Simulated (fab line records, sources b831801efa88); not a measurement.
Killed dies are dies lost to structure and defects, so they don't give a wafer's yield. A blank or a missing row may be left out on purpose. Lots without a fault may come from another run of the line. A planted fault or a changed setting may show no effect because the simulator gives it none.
Which tool did it? | flow sky130 | 10 lots, 30 wafers sampled, at 2 steps of a route of 708

WHAT THE GAUGES READ, wafer by wafer
SKY_SPACER_THK_MEAS_01.
lot  | measured     | on            | SPACER_CVD_00_THK (nm)
L922 | day 24 02:08 | film_metro-04 | 43.4 43.4 43.5
L927 | day 25 17:32 | film_metro-01 | 34.4 34.1 34.2 34.4 34.0 34.2
L928 | day 25 20:51 | film_metro-03 | 33.9 34.1 33.8 33.9 34.1 33.8
L935 | day 28 16:04 | film_metro-04 | 43.3 43.5 43.3
L936 | day 28 18:38 | film_metro-03 | 43.0 42.9 42.9
L938 | day 29 21:21 | film_metro-01 | 43.4 43.3 43.1
L942 | day 31 01:37 | film_metro-03 | 43.1 43.6 43.2
L943 | day 31 00:24 | film_metro-03 | 43.3 43.4 43.1
L944 | day 31 06:28 | film_metro-03 | 42.6 42.7 42.4
L945 | day 31 15:45 | film_metro-03 | 43.4 43.5 43.2

WHICH TOOL RAN EACH LOT (tool, then ch and the chambers of the sampled wafers, then the start)
lot  | SKY_SPACER_CVD_00
L922 | lpcvd-02 ch 0, day 24 00:20
L927 | lpcvd-02 ch 1, day 25 15:44
L928 | lpcvd-02 ch 1, day 25 19:38
L935 | lpcvd-02 ch 1, day 28 14:52
L936 | lpcvd-02 ch 0, day 28 17:25
L938 | lpcvd-02 ch 0, day 29 20:08
L942 | lpcvd-02 ch 1, day 31 00:24
L943 | lpcvd-02 ch 1, day 30 23:12
L944 | lpcvd-02 ch 1, day 31 05:13
L945 | lpcvd-02 ch 0, day 31 14:32
- SKY_SPACER_CVD_00: deposits Si3N4 from DCS/NH3, target thk 43.1 nm, time 740 s.

THE ANSWER, worked out from the rows above alone
Rule: what is usual is taken from the lots themselves. Put in order of their means at a reading, lots are off if they are a third of the lots or fewer, leave a main group of 4 or more, and stand apart from it by a gap of 3 or more times the standard deviation of the main group's means; of several such gaps the widest counts. A main group whose means are all the same, to the digits that the tables above print for the reading, isn't used. A lot without any number at a reading at which 4 lots or more have one is off too. The other lots that the step has rows for count as sound.
Off: L927, L928, at SKY_SPACER_THK_MEAS_01 (SPACER_CVD_00_THK). The main group: mean 43.2 nm, standard deviation 0.27.
A tool fits if, at a process step before that reading, it ran every lot that is off, and no sound lot after the first of them. The gauges at SKY_SPACER_THK_MEAS_01 are tried like those tools. None of those tried fits.

WHAT THE SIMULATOR HAD PUT IN
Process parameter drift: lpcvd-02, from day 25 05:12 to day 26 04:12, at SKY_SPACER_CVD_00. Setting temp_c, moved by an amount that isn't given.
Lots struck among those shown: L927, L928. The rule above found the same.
